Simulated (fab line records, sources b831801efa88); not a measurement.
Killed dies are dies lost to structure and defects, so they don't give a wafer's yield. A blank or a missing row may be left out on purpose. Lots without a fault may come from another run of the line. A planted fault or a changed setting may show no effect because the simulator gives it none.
fab line records | flow gf180mcu
record lots=5 wafers=15 last_day=33
route steps=602 shown V4@484 MIM@503
lots that met no fault: from a run of the same line without faults
start_h: hours from the record's first day to the start of the lot's first wafer shown | wait_h: hours since the lot's step before | " the same as in the row above | L1.1+2: a row that stands for several wafers | - no value, or no start given | * or withheld: withheld | < > ~ a bound
route shown NAME@n: a module of which the file shows steps, and the number in the route of the first | usual: mean/standard deviation of fault-free wafers | same: alike in all rows | chamber/n: place in a boat | sites: the reading at each site | _std_site: their standard deviation | _edge_site: outer sites' mean less inner sites' | radius_mm: how far each site lies from the wafer's centre | mask NAME#n: copy n | behind: the tool/chamber that last shaped the wafer | hold: why the lot was held/for how many hours/how that ended | device: the transistor (n, p or np) that didn't switch | end of line: the same wafers' tests at the end of the route | a step without rows: its recipe alone | killed: dies lost to structure and defects at the first sort, not the wafer's yield | map: a wafer's dies, x killed, . not, _ none there
set.NAME: the setting as run; set.NAME@STEP: as run at that earlier step | model.NAME: the simulator's own value behind a step, which no gauge read
lots at some steps of the route; a table a step, a row a wafer
services: from which hour (start_h, from the record's first day; less than 0 if before it) a tool's chamber was out of use, for how many hours, and why
## steps
# step GF_V4_COAT_08
# recipe resist=BARC temp_c=withheld time_s=withheld spin_rpm=withheld resist_thk_nm=withheld
# columns lot.wafer tool chamber start_h wait_h
L078.3+4+6 litho_track-03 0 588.49 0.1
L080.1+2+3 litho_track-04 0 605.15 0.1
L082.1+2+4 litho_track-04 0 618.70 0.1
L081.1+4+6 litho_track-04 0 624.15 0.1
L090.1+2+6 litho_track-04 0 675.60 0.1
# step GF_V4_COAT_09
# recipe resist=KrF spin_rpm=withheld resist_thk_nm=1000
# columns lot.wafer tool chamber start_h wait_h
L078.3+4+6 litho_track-03 0 - -
L080.1+2+3 litho_track-04 0 - -
L082.1+2+4 litho_track-04 0 - -
L081.1+4+6 litho_track-04 0 - -
L090.1+2+6 litho_track-04 0 - -
# step GF_V4_SOFTBAKE_10
# recipe temp_c=130 time_s=60 resist=KrF
# usual plate_temp_C=129.99/0.12
# columns lot.wafer tool chamber start_h wait_h plate_temp_C
L078.3 litho_track-03 0 - - 130.11
L078.4 " 0 " " 130.08
L078.6 " 0 " " 130.05
L080.1 litho_track-04 0 - - 130.09
L080.2 " 0 " " 129.98
L080.3 " 0 " " 129.94
L082.1 litho_track-04 0 - - 130.11
L082.2 " 0 " " 130.06
L082.4 " 0 " " 130.11
L081.1 litho_track-04 0 - - 129.95
L081.4 " 0 " " 129.93
L081.6 " 0 " " 130.00
L090.1 litho_track-04 0 - - 129.94
L090.2 " 0 " " 130.08
L090.6 " 0 " " 129.88
# step GF_V4_EXPOSE_11
# recipe mask_id=Via4 target_cd_nm=260 na=0.68 source_shape=conventional sigma_outer=0.6 dose_mj=38
# columns lot.wafer tool chamber start_h wait_h mask
L078.3+4+6 krf_scanner-02 0 - - Via4#0
L080.1+2+3 krf_scanner-02 0 - - Via4#0
L082.1+2+4 krf_scanner-01 0 - - Via4#0
L081.1+4+6 krf_scanner-01 0 - - Via4#0
L090.1+2+6 krf_scanner-01 0 - - Via4#0
# step GF_V4_PEB_12
# recipe peb_temp_c=133.8 peb_time_s=90 resist=KrF
# usual plate_temp_C=133.78/0.13
# columns lot.wafer tool chamber start_h wait_h plate_temp_C
L078.3 litho_track-03 0 - - 133.85
L078.4 " 0 " " 133.66
L078.6 " 0 " " 133.71
L080.1 litho_track-03 0 - - 133.82
L080.2 " 0 " " 133.77
L080.3 " 0 " " 133.87
L082.1 litho_track-04 0 - - 133.93
L082.2 " 0 " " 134.06
L082.4 " 0 " " 133.85
L081.1 litho_track-04 0 - - 133.72
L081.4 " 0 " " 133.89
L081.6 " 0 " " 133.53
L090.1 litho_track-01 0 - - 133.95
L090.2 " 0 " " 133.54
L090.6 " 0 " " 133.83
# step GF_V4_DEVELOP_13
# recipe develop_time_s=60 resist=KrF dev_temp_c=21
# columns lot.wafer tool chamber start_h wait_h
L078.3+4+6 litho_track-03 0 598.99 0.1
L080.1+2+3 litho_track-03 0 615.24 0.2
L082.1+2+4 litho_track-04 0 629.75 0.2
L081.1+4+6 litho_track-04 0 634.85 0.2
L090.1+2+6 litho_track-01 0 684.37 0.2
# step GF_V4_CD_MEAS_14
# recipe target_cd_nm=260
# usual cd_nm=259.8/1.1
# columns lot.wafer tool chamber start_h wait_h cd_nm
L078.3 cd_sem-01 - 599.13 0.1 258.9
L078.4 " - " " 258.6
L078.6 " - " " 258.8
L080.1 cd_sem-01 - 615.39 0.1 261.3
L080.2 " - " " 261.5
L080.3 " - " " 260.9
L082.1 cd_sem-02 - 629.90 0.1 258.9
L082.2 " - " " 258.3
L082.4 " - " " 260.8
L081.1 cd_sem-02 - 635.00 0.1 261.0
L081.4 " - " " 260.6
L081.6 " - " " 261.6
L090.1 cd_sem-02 - 684.52 0.1 261.7
L090.2 " - " " 260.2
L090.6 " - " " 260.7
# step GF_V4_OVL_MEAS_15
# usual V4_OVL=-2/5
# columns lot.wafer tool chamber start_h wait_h V4_OVL[nm]
L078.3 overlay-01 - 599.22 0.1 6
L078.4 " - " " -2
L078.6 " - " " 2
L080.1 overlay-02 - 615.51 0.1 -2
L080.2 " - " " 0
L080.3 " - " " 2
L082.1 overlay-01 - 630.02 0.1 -8
L082.2 " - " " -3
L082.4 " - " " -1
L081.1 overlay-01 - 635.12 0.1 -4
L081.4 " - " " -2
L081.6 " - " " 2
L090.1 overlay-02 - 684.64 0.1 0
L090.2 " - " " 2
L090.6 " - " " -8
# step GF_V4_ETCH_16
# recipe chemistry=N2/H2 target_depth_a=withheld overetch_a=withheld time_s=withheld target=BARC ion_energy_ev=200 source_w=500 bias_w=100 pressure_mtorr=30 n2_flow_sccm=100 h2_flow_sccm=200
# usual drypump_motor_current_A=5.93/0.26 oes_product_au=0.855/0.0048 throttle_valve_pct=13.226/0.0098
# columns lot.wafer tool chamber start_h wait_h drypump_motor_current_A oes_product_au throttle_valve_pct
L078.3 rie_diel-03 3 599.24 0.0 5.83 0.855 13.226
L078.4 " 2 " " 6.16 0.854 13.217
L078.6 " 1 " " 5.33 0.855 13.216
L080.1 rie_diel-04 2 615.54 0.0 5.72 0.859 13.228
L080.2 " 1 " " 6.22 0.851 13.237
L080.3 " 0 " " 5.87 0.853 13.235
L082.1 rie_diel-04 3 630.06 0.0 5.94 0.853 13.234
L082.2 " 1 " " 6.20 0.846 13.229
L082.4 " 3 " " 5.94 0.859 13.237
L081.1 rie_diel-02 0 635.16 0.0 6.25 0.860 13.225
L081.4 " 3 " " 6.09 0.862 13.230
L081.6 " 1 " " 6.01 0.851 13.234
L090.1 rie_diel-04 3 684.67 0.0 5.92 0.857 13.232
L090.2 " 0 " " 5.90 0.857 13.234
L090.6 " 1 " " 6.24 0.851 13.233
# step GF_V4_ETCH_17
# recipe chemistry=C4F8/O2/Ar mask_material=KrF target=SiO2 stop_on=TiN source_w=1500 bias_w=1200 pressure_mtorr=40 c4f8_flow_sccm=withheld O2_flow_sccm=6 Ar_flow_sccm=300 time_s=withheld target_depth_a=6300
# usual oes_product_au=0.857/0.0054
# columns lot.wafer tool chamber start_h wait_h oes_product_au
L078.3 rie_diel-03 3 - - 0.852
L078.4 " 2 " " 0.849
L078.6 " 1 " " 0.848
L080.1 rie_diel-04 2 - - 0.851
L080.2 " 1 " " 0.854
L080.3 " 0 " " 0.856
L082.1 rie_diel-04 3 - - 0.851
L082.2 " 1 " " 0.851
L082.4 " 3 " " 0.847
L081.1 rie_diel-02 0 - - 0.859
L081.4 " 3 " " 0.862
L081.6 " 1 " " 0.856
L090.1 rie_diel-04 3 - - 0.859
L090.2 " 0 " " 0.855
L090.6 " 1 " " 0.858
# step GF_V4_STRIP_18
# recipe chemistry=O2/N2 power_w=1400 pressure_mtorr=1500 platen_temp_c=250 o2_flow_sccm=3000 n2_flow_sccm=300 overash_fraction=0.5
# usual drypump_motor_current_A=5.9/0.56 heater_power_w=310/22 oes_product_au=0.593/0.0046
# columns lot.wafer tool chamber start_h wait_h drypump_motor_current_A heater_power_w oes_product_au rf_hours_counter_h
L078.3 plasma_asher-02 0 599.41 - 6.4 323 0.597 -
L078.4 " 1 " " 5.9 299 0.587 -
L078.6 " 0 " " 6.4 326 0.590 -
L080.1 plasma_asher-03 0 615.67 - 6.5 310 0.596 16
L080.2 " 1 " " 4.9 274 0.589 16
L080.3 " 1 " " 4.9 270 0.593 -
L082.1 plasma_asher-01 0 630.19 - 5.9 327 0.588 55
L082.2 " 1 " " 5.5 334 0.591 55
L082.4 " 1 " " 5.5 325 0.592 -
L081.1 plasma_asher-03 0 635.29 - 6.5 306 0.591 18
L081.4 " 0 " " 6.5 309 0.583 -
L081.6 " 1 " " 4.9 268 0.591 -
L090.1 plasma_asher-02 0 684.80 - 6.5 333 0.585 107
L090.2 " 1 " " 5.9 295 0.590 107
L090.6 " 1 " " 5.9 290 0.592 -
# step GF_V4_STRIP_19
# recipe chemistry=post_etch_residue_remover time_s=1200 temp_c=72.5
# columns lot.wafer tool chamber start_h wait_h
L078.3+4+6 wet_bench-02 1 599.47 0.0
L080.1+2+3 wet_bench-02 0 615.77 0.1
L082.1+2+4 wet_bench-02 0 630.29 0.1
L081.1+4+6 wet_bench-04 2 635.39 0.1
L090.1+2+6 wet_bench-02 2 684.90 0.1
# step GF_V4_CLEAN_20
# recipe chemistry=DIW dry=n2_spin
# columns lot.wafer tool chamber start_h wait_h
L078.3+4+6 wet_bench-04 0 599.81 0.0
L080.1+2+3 wet_bench-02 1 616.14 0.0
L082.1+2+4 wet_bench-01 3 630.69 0.0
L081.1+4+6 wet_bench-02 2 635.76 0.0
L090.1+2+6 wet_bench-04 2 685.24 0.0
# step GF_V4_SPUTTER_21
# recipe material=Ti target_thk_nm=15 chamber_pressure_pa=5 power_w=2500 substrate_temp_c=200 time_s=80.02
# usual substrate_temp_c=200.02/0.17 throttle_valve_pct=30.0/1.2
# columns lot.wafer tool chamber start_h wait_h substrate_temp_c throttle_valve_pct
L078.3 pvd_sputter-02 - 599.91 0.0 199.98 29.0
L078.4 " - " " 200.15 29.9
L078.6 " - " " 199.90 30.0
L080.1 pvd_sputter-04 - 616.24 0.0 200.05 29.2
L080.2 " - " " 200.05 30.6
L080.3 " - " " 199.81 30.5
L082.1 pvd_sputter-04 - 630.78 0.0 199.94 29.2
L082.2 " - " " 200.18 27.6
L082.4 " - " " 199.92 30.4
L081.1 pvd_sputter-04 - 635.86 0.0 200.40 27.9
L081.4 " - " " 199.80 30.6
L081.6 " - " " 199.85 27.8
L090.1 pvd_sputter-04 - 685.34 0.0 200.09 30.4
L090.2 " - " " 200.07 29.4
L090.6 " - " " 200.19 30.6
# step GF_V4_SPUTTER_22
# recipe material=TiN target_thk_nm=10 chamber_pressure_pa=5 power_w=4000 time_s=40
# usual throttle_valve_pct=30.0/1.2
# columns lot.wafer tool chamber start_h wait_h throttle_valve_pct
L078.3 pvd_sputter-02 - 599.97 0.0 29.0
L078.4 " - " " 30.0
L078.6 " - " " 30.1
L080.1 pvd_sputter-04 - 616.31 0.0 29.3
L080.2 " - " " 31.0
L080.3 " - " " 30.5
L082.1 pvd_sputter-04 - 630.85 0.0 29.5
L082.2 " - " " 28.1
L082.4 " - " " 30.2
L081.1 pvd_sputter-04 - 635.92 0.0 27.8
L081.4 " - " " 30.6
L081.6 " - " " 27.6
L090.1 pvd_sputter-04 - 685.41 0.0 30.3
L090.2 " - " " 29.3
L090.6 " - " " 30.2
# step GF_V4_CVD_23
# recipe material=W target_thk_nm=350 time_s=104.9 temp_c=400 pressure_torr=40
# usual heater_power_w=788/64
# columns lot.wafer tool chamber start_h wait_h heater_power_w
L078.3 cvd_w-01 1 600.04 0.1 777
L078.4 " 0 " " 801
L078.6 " 0 " " 803
L080.1 cvd_w-01 1 616.34 0.0 781
L080.2 " 0 " " 796
L080.3 " 1 " " 768
L082.1 cvd_w-01 1 630.88 0.0 783
L082.2 " 0 " " 823
L082.4 " 1 " " 790
L081.1 cvd_w-01 1 635.96 0.0 790
L081.4 " 1 " " 754
L081.6 " 0 " " 822
L090.1 cvd_w-01 1 685.45 0.0 783
L090.2 " 0 " " 796
L090.6 " 0 " " 791
# step GF_V4_RS_MEAS_24
# recipe thk_meas_gauge=four-point-probe reads=W_of_V4_CVD_23+TiN_of_V4_SPUTTER_22+Ti_of_V4_SPUTTER_21
# usual V4_W_RS=0.328/0.0047
# columns lot.wafer tool chamber start_h wait_h V4_W_RS[ohm/sq]
L078.3 film_metro-04 - 600.16 0.1 0.328
L078.4 " - " " 0.325
L078.6 " - " " 0.327
L080.1 film_metro-04 - 616.46 0.1 0.337
L080.2 " - " " 0.329
L080.3 " - " " 0.335
L082.1 film_metro-03 - 631.00 0.1 0.336
L082.2 " - " " 0.330
L082.4 " - " " 0.333
L081.1 film_metro-03 - 636.07 0.1 0.337
L081.4 " - " " 0.332
L081.6 " - " " 0.330
L090.1 film_metro-04 - 685.56 0.1 0.332
L090.2 " - " " 0.322
L090.6 " - " " 0.322
# step GF_V4_THK_MEAS_25
# recipe thk_meas_gauge=xrf reads=W_of_V4_CVD_23
# usual V4_W_THK=364/6.1
# columns lot.wafer tool chamber start_h wait_h V4_W_THK[nm]
L078.3 film_metro-04 - 600.26 0.1 365
L078.4 " - " " 368
L078.6 " - " " 362
L080.1 film_metro-04 - 616.58 0.1 354
L080.2 " - " " 360
L080.3 " - " " 356
L082.1 film_metro-03 - 631.12 0.1 355
L082.2 " - " " 361
L082.4 " - " " 359
L081.1 film_metro-03 - 636.19 0.1 353
L081.4 " - " " 360
L081.6 " - " " 362
L090.1 film_metro-04 - 685.68 0.1 363
L090.2 " - " " 374
L090.6 " - " " 374
# step GF_V4_CMP_26
# recipe stop_on=SiO2 down_force_psi=3.5 platen_rpm=60 t_overpolish_s=15 target_thk_nm=0 pad_velocity_m_s=0.94248
# usual edge_zone_pressure_frac=1.000/0.0052 motor_current_A=11.7/1.2 overpolish_run_s=15.000/0.01 slurry_filter_dp_kPa=13.51/0.15 time_to_endpoint_s=86/3.8
# columns lot.wafer tool chamber start_h wait_h edge_zone_pressure_frac motor_current_A overpolish_run_s slurry_filter_dp_kPa time_to_endpoint_s
L078.3 cmp-01 3 600.35 0.1 1.001 12.2 15.015 13.49 92
L078.4 " 0 " " 0.994 11.2 14.984 13.22 91
L078.6 " 2 " " 0.997 9.6 14.991 13.55 87
L080.2 cmp-02 0 616.64 0.0 1.004 11.4 14.994 13.21 87
L080.3 " 2 " " 0.995 13.7 15.006 13.54 80
L080.1 " 3 " " 0.994 11.4 15.012 13.43 88
L082.4 cmp-02 0 631.18 0.0 1.006 11.4 14.989 13.62 82
L082.1 " 1 " " 1.004 10.9 14.997 13.58 83
L082.2 " 3 " " 1.002 11.5 15.008 13.49 88
L081.4 cmp-01 3 636.25 0.0 1.001 12.1 14.995 13.51 83
L081.1 " 0 " " 1.002 11.3 15.012 13.43 82
L081.6 " 3 " " 0.990 11.9 15.020 13.41 88
L090.2 cmp-02 0 685.95 0.2 0.998 11.6 14.994 13.38 84
L090.1 " 2 " " 0.993 14.1 14.993 13.52 76
L090.6 " 3 " " 1.002 11.2 14.987 13.46 82
# step GF_MIM_SPUTTER_00
# recipe material=Ti target_thk_nm=37.5 arriving_ion_energy_ev=80 substrate_temp_c=200 chamber_pressure_pa=2 power_w=4000 time_s=150
# usual substrate_temp_c=200.00/0.18 throttle_valve_pct=29.6/0.73
# columns lot.wafer tool chamber start_h wait_h substrate_temp_c throttle_valve_pct
L078.3 pvd_sputter-02 - 600.60 0.2 199.88 29.9
L078.4 " - " " 199.95 30.3
L078.6 " - " " 199.90 28.6
L080.1 pvd_sputter-01 - 616.94 0.1 200.09 29.9
L080.2 " - " " 200.00 29.6
L080.3 " - " " 199.76 29.6
L082.1 pvd_sputter-04 - 631.48 0.2 199.92 30.5
L082.2 " - " " 200.16 30.6
L082.4 " - " " 199.97 27.6
L081.1 pvd_sputter-02 - 636.55 0.2 200.04 28.7
L081.4 " - " " 199.91 29.7
L081.6 " - " " 199.76 30.3
L090.1 pvd_sputter-01 - 686.20 0.1 200.06 29.8
L090.2 " - " " 200.10 30.4
L090.6 " - " " 200.17 29.3
# step GF_MIM_SPUTTER_01
# recipe material=TiN target_thk_nm=30 power_w=6500 time_s=25 chamber_pressure_pa=0.4
# usual throttle_valve_pct=29.6/0.73
# columns lot.wafer tool chamber start_h wait_h throttle_valve_pct
L078.3 pvd_sputter-02 - 600.70 0.1 30.1
L078.4 " - " " 30.4
L078.6 " - " " 28.9
L080.1 pvd_sputter-01 - 617.04 0.1 30.1
L080.2 " - " " 29.7
L080.3 " - " " 29.4
L082.1 pvd_sputter-04 - 631.58 0.1 30.5
L082.2 " - " " 31.0
L082.4 " - " " 28.0
L081.1 pvd_sputter-02 - 636.65 0.1 28.7
L081.4 " - " " 29.7
L081.6 " - " " 30.0
L090.1 pvd_sputter-01 - 686.30 0.1 29.9
L090.2 " - " " 30.1
L090.6 " - " " 29.4
# step GF_MIM_SPUTTER_02
# recipe material=AlCu target_thk_nm=450 power_w=10600 time_s=23.9 chamber_pressure_pa=0.4
# usual throttle_valve_pct=29.6/0.73
# columns lot.wafer tool chamber start_h wait_h throttle_valve_pct
L078.3 pvd_sputter-02 - 600.73 0.0 30.4
L078.4 " - " " 30.6
L078.6 " - " " 28.5
L080.1 pvd_sputter-01 - 617.07 0.0 30.3
L080.2 " - " " 29.6
L080.3 " - " " 29.8
L082.1 pvd_sputter-04 - 631.61 0.0 30.3
L082.2 " - " " 30.8
L082.4 " - " " 27.7
L081.1 pvd_sputter-02 - 636.68 0.0 28.3
L081.4 " - " " 30.1
L081.6 " - " " 30.5
L090.1 pvd_sputter-01 - 686.33 0.0 29.7
L090.2 " - " " 30.2
L090.6 " - " " 29.0
# step GF_MIM_SPUTTER_03
# recipe material=Ti target_thk_nm=10 substrate_temp_c=300 chamber_pressure_pa=0.3 power_w=3000 time_s=6.7
# usual substrate_temp_c=299.99/0.19 throttle_valve_pct=29.7/0.73
# columns lot.wafer tool chamber start_h wait_h substrate_temp_c throttle_valve_pct
L078.3 pvd_sputter-02 - 600.76 0.0 300.14 29.9
L078.4 " - " " 299.91 30.2
L078.6 " - " " 299.92 29.0
L080.1 pvd_sputter-01 - 617.10 0.0 299.80 30.0
L080.2 " - " " 299.67 29.5
L080.3 " - " " 299.87 29.3
L082.1 pvd_sputter-04 - 631.64 0.0 300.34 30.4
L082.2 " - " " 299.86 30.9
L082.4 " - " " 300.01 27.7
L081.1 pvd_sputter-02 - 636.71 0.0 299.89 28.7
L081.4 " - " " 299.97 30.1
L081.6 " - " " 299.89 30.5
L090.1 pvd_sputter-01 - 686.36 0.0 299.94 29.8
L090.2 " - " " 299.98 29.9
L090.6 " - " " 299.93 29.3
# step GF_MIM_SPUTTER_04
# recipe material=TiN target_thk_nm=50 power_w=6500 time_s=41.7 chamber_pressure_pa=0.4
# usual throttle_valve_pct=29.6/0.73
# columns lot.wafer tool chamber start_h wait_h throttle_valve_pct
L078.3 pvd_sputter-02 - 600.78 0.0 30.0
L078.4 " - " " 30.2
L078.6 " - " " 28.7
L080.1 pvd_sputter-01 - 617.12 0.0 30.4
L080.2 " - " " 29.6
L080.3 " - " " 30.2
L082.1 pvd_sputter-04 - 631.66 0.0 30.3
L082.2 " - " " 30.7
L082.4 " - " " 27.8
L081.1 pvd_sputter-02 - 636.73 0.0 28.6
L081.4 " - " " 30.0
L081.6 " - " " 30.4
L090.1 pvd_sputter-01 - 686.38 0.0 29.8
L090.2 " - " " 30.1
L090.6 " - " " 29.5
# step GF_MIM_CVD_05
# recipe material=Si3N4 target_thk_nm=42 temp_max_c=400 temp_c=385 time_s=29.086 rf_w=450
# usual heater_power_w=685/84
# columns lot.wafer tool chamber start_h wait_h heater_power_w
L078.3 pecvd-01 2 600.82 0.0 839
L078.4 " 2 " " 850
L078.6 " 0 " " 751
L080.1 pecvd-03 2 617.16 0.0 785
L080.2 " 0 " " 631
L080.3 " 1 " " 744
L082.1 pecvd-04 2 631.70 0.0 682
L082.2 " 0 " " 684
L082.4 " 1 " " 579
L081.1 pecvd-04 1 636.77 0.0 505
L081.4 " 0 " " 720
L081.6 " 2 " " 730
L090.1 pecvd-04 2 686.42 0.0 694
L090.2 " 1 " " 578
L090.6 " 1 " " 566
# step GF_MIM_THK_MEAS_06
# recipe reads=Si3N4_of_MIM_CVD_05
# usual MIM_CVD_05_THK=42.0/0.64
# columns lot.wafer tool chamber start_h wait_h MIM_CVD_05_THK[nm]
L078.3 film_metro-01 - 600.87 0.0 41.1
L078.4 " - " " 41.5
L078.6 " - " " 42.3
L080.1 film_metro-03 - 617.19 0.0 43.1
L080.2 " - " " 42.0
L080.3 " - " " 42.0
L082.1 film_metro-03 - 631.73 0.0 42.3
L082.2 " - " " 41.1
L082.4 " - " " 42.2
L081.1 film_metro-01 - 636.80 0.0 41.0
L081.4 " - " " 41.1
L081.6 " - " " 42.6
L090.1 film_metro-01 - 686.45 0.0 41.9
L090.2 " - " " 41.1
L090.6 " - " " 41.9
# step GF_MIM_SPUTTER_07
# recipe material=TiN target_thk_nm=60 power_w=6500 time_s=50 chamber_pressure_pa=0.4
# usual throttle_valve_pct=29.7/0.96
# columns lot.wafer tool chamber start_h wait_h throttle_valve_pct
L078.3 pvd_sputter-04 - 600.91 0.0 31.0
L078.4 " - " " 27.7
L078.6 " - " " 27.9
L080.1 pvd_sputter-04 - 617.25 0.1 30.7
L080.2 " - " " 27.8
L080.3 " - " " 30.3
L082.1 pvd_sputter-01 - 631.79 0.1 29.2
L082.2 " - " " 29.8
L082.4 " - " " 30.2
L081.1 pvd_sputter-01 - 636.86 0.1 29.9
L081.4 " - " " 29.4
L081.6 " - " " 29.6
L090.1 pvd_sputter-04 - 686.51 0.1 30.7
L090.2 " - " " 30.7
L090.6 " - " " 30.4
# step GF_MIM_SPUTTER_08
# recipe material=AlCu target_thk_nm=200 power_w=10600 time_s=10.6 chamber_pressure_pa=0.4
# usual throttle_valve_pct=29.7/0.97
# columns lot.wafer tool chamber start_h wait_h throttle_valve_pct
L078.3 pvd_sputter-04 - 600.96 0.0 30.9
L078.4 " - " " 27.9
L078.6 " - " " 27.9
L080.1 pvd_sputter-04 - 617.30 0.0 31.1
L080.2 " - " " 27.8
L080.3 " - " " 30.1
L082.1 pvd_sputter-01 - 631.84 0.0 29.3
L082.2 " - " " 29.9
L082.4 " - " " 30.0
L081.1 pvd_sputter-01 - 636.91 0.0 29.9
L081.4 " - " " 29.2
L081.6 " - " " 29.7
L090.1 pvd_sputter-04 - 686.56 0.0 30.4
L090.2 " - " " 30.8
L090.6 " - " " 30.4
# step GF_MIM_SPUTTER_09
# recipe material=TiN target_thk_nm=35 power_w=6500 time_s=30.05 chamber_pressure_pa=0.4
# usual throttle_valve_pct=29.6/0.93
# columns lot.wafer tool chamber start_h wait_h throttle_valve_pct
L078.3 pvd_sputter-04 - 600.98 0.0 30.7
L078.4 " - " " 27.7
L078.6 " - " " 28.0
L080.1 pvd_sputter-04 - 617.32 0.0 30.7
L080.2 " - " " 27.9
L080.3 " - " " 30.4
L082.1 pvd_sputter-01 - 631.86 0.0 29.3
L082.2 " - " " 29.7
L082.4 " - " " 30.0
L081.1 pvd_sputter-01 - 636.93 0.0 29.5
L081.4 " - " " 29.2
L081.6 " - " " 29.9
L090.1 pvd_sputter-04 - 686.59 0.0 30.1
L090.2 " - " " 30.8
L090.6 " - " " 30.2
# step GF_MIM_RS_MEAS_10
# recipe thk_meas_gauge=four-point-probe reads=TiN_of_MIM_SPUTTER_09+AlCu_of_MIM_SPUTTER_08+TiN_of_MIM_SPUTTER_07
# usual MIM_ALCU_RS=0.1597/0.002
# columns lot.wafer tool chamber start_h wait_h MIM_ALCU_RS[ohm/sq]
L078.3 film_metro-02 - 601.05 0.1 0.1628
L078.4 " - " " 0.1600
L078.6 " - " " 0.1598
L080.1 film_metro-01 - 617.35 0.0 0.1648
L080.2 " - " " 0.1617
L080.3 " - " " 0.1611
L082.1 film_metro-02 - 631.89 0.0 0.1573
L082.2 " - " " 0.1582
L082.4 " - " " 0.1609
L081.1 film_metro-03 - 636.96 0.0 0.1618
L081.4 " - " " 0.1600
L081.6 " - " " 0.1619
L090.1 film_metro-03 - 686.62 0.0 0.1581
L090.2 " - " " 0.1615
L090.6 " - " " 0.1581
# step GF_MIM_THK_MEAS_11
# recipe thk_meas_gauge=xrf reads=AlCu_of_MIM_SPUTTER_08
# usual MIM_ALCU_THK=196/3.2
# columns lot.wafer tool chamber start_h wait_h MIM_ALCU_THK[nm]
L078.3 film_metro-02 - 601.15 0.1 190
L078.4 " - " " 193
L078.6 " - " " 194
L080.1 film_metro-01 - 617.47 0.1 189
L080.2 " - " " 193
L080.3 " - " " 196
L082.1 film_metro-02 - 632.01 0.1 198
L082.2 " - " " 196
L082.4 " - " " 193
L081.1 film_metro-03 - 637.08 0.1 196
L081.4 " - " " 197
L081.6 " - " " 197
L090.1 film_metro-03 - 686.74 0.1 199
L090.2 " - " " 196
L090.6 " - " " 200
# step GF_MIM_DEHYDRATE_12
# recipe temp_c=200 time_s=60
# usual plate_temp_C=199.99/0.16
# columns lot.wafer tool chamber start_h wait_h plate_temp_C
L078.3 litho_track-04 0 611.95 10.8 200.26
L078.4 " 0 " " 200.02
L078.6 " 0 " " 200.03
L080.1 litho_track-02 0 626.53 9.1 199.97
L080.2 " 0 " " 199.93
L080.3 " 0 " " 199.89
L082.1 litho_track-01 0 641.12 9.1 200.23
L082.2 " 0 " " 200.29
L082.4 " 0 " " 199.82
L081.1 litho_track-02 0 645.88 8.8 200.07
L081.4 " 0 " " 200.24
L081.6 " 0 " " 200.02
L090.1 litho_track-02 0 695.93 9.2 200.11
L090.2 " 0 " " 200.26
L090.6 " 0 " " 199.89
# step GF_MIM_HMDS_13
# recipe prime_time_s=60 prime_temp_c=120
# columns lot.wafer tool chamber start_h wait_h
L078.3+4+6 litho_track-04 0 612.10 0.1
L080.1+2+3 litho_track-02 0 626.68 0.1
L082.1+2+4 litho_track-01 0 641.27 0.1
L081.1+4+6 litho_track-02 0 646.03 0.1
L090.1+2+6 litho_track-02 0 696.08 0.1
# step GF_MIM_COAT_14
# recipe resist=NOVOLAK spin_rpm=3000 resist_thk_nm=1000
# columns lot.wafer tool chamber start_h wait_h
L078.3+4+6 litho_track-04 0 612.25 0.1
L080.1+2+3 litho_track-02 0 626.83 0.1
L082.1+2+4 litho_track-01 0 641.42 0.1
L081.1+4+6 litho_track-02 0 646.18 0.1
L090.1+2+6 litho_track-02 0 696.23 0.1
# step GF_MIM_SOFTBAKE_15
# recipe temp_c=90 time_s=60 resist=NOVOLAK
# usual plate_temp_C=90.02/0.12
# columns lot.wafer tool chamber start_h wait_h plate_temp_C
L078.3 litho_track-04 0 612.40 0.1 90.06
L078.4 " 0 " " 90.15
L078.6 " 0 " " 90.38
L080.1 litho_track-02 0 626.98 0.1 90.12
L080.2 " 0 " " 90.02
L080.3 " 0 " " 90.05
L082.1 litho_track-01 0 641.57 0.1 89.91
L082.2 " 0 " " 89.80
L082.4 " 0 " " 89.86
L081.1 litho_track-02 0 646.33 0.1 90.04
L081.4 " 0 " " 90.05
L081.6 " 0 " " 90.06
L090.1 litho_track-02 0 696.38 0.1 90.07
L090.2 " 0 " " 90.19
L090.6 " 0 " " 90.17
# step GF_MIM_EXPOSE_16
# recipe mask_id=FuseTop target_cd_nm=2000 na=0.6 source_shape=conventional sigma_outer=0.6 dose_mj=140
# columns lot.wafer tool chamber start_h wait_h mask
L078.3+4+6 iline_stepper-02 0 - - FuseTop#0
L080.1+2+3 iline_stepper-01 0 - - FuseTop#0
L082.1+2+4 iline_stepper-02 0 - - FuseTop#0
L081.1+4+6 iline_stepper-01 0 - - FuseTop#0
L090.1+2+6 iline_stepper-02 0 - - FuseTop#0
# step GF_MIM_PEB_17
# recipe temp_c=withheld time_s=* resist=NOVOLAK
# columns lot.wafer tool chamber start_h wait_h
L078.3+4+6 litho_track-02 0 - -
L080.1+2+3 litho_track-04 0 - -
L082.1+2+4 litho_track-01 0 - -
L081.1+4+6 litho_track-02 0 - -
L090.1+2+6 litho_track-04 0 - -
# step GF_MIM_DEVELOP_18
# recipe develop_time_s=60 dev_temp_c=23
# columns lot.wafer tool chamber start_h wait_h
L078.3+4+6 litho_track-02 0 621.53 0.1
L080.1+2+3 litho_track-04 0 637.10 0.1
L082.1+2+4 litho_track-01 0 652.12 0.1
L081.1+4+6 litho_track-02 0 656.13 0.1
L090.1+2+6 litho_track-04 0 705.05 0.1
## services
# columns tool chamber start_h hours kind
rie_diel-03 3 567.02 14.1 repair
cmp-01 - 572.26 4.0 pm
plasma_asher-03 - 576.54 6.2 repair
rie_diel-03 - 579.74 0.6 repair
krf_scanner-01 - 582.78 1.0 pm
krf_scanner-02 - 595.80 4.0 pm
krf_scanner-01 - 599.82 1.3 pm
krf_scanner-02 - 610.77 0.8 pm
pvd_sputter-04 - 611.37 0.9 repair
plasma_asher-02 - 613.08 0.4 repair
krf_scanner-02 - 616.84 1.3 pm
cmp-02 - 619.04 9.2 pm
pecvd-04 - 619.19 1.0 repair
krf_scanner-02 - 619.77 21.7 repair
plasma_asher-02 - 625.04 1.2 repair
rie_diel-04 0 629.95 2.0 repair
krf_scanner-01 - 641.51 0.8 pm
pecvd-04 2 668.92 6.3 repair
rie_diel-04 1 669.90 7.1 repair
cvd_w-01 - 674.79 2.8 pm
cmp-02 - 678.35 0.5 repair
iline_stepper-02 - 680.49 1.7 pm
pvd_sputter-01 - 692.21 6.0 repair
pecvd-04 2 692.88 7.3 repair
## key
fault none
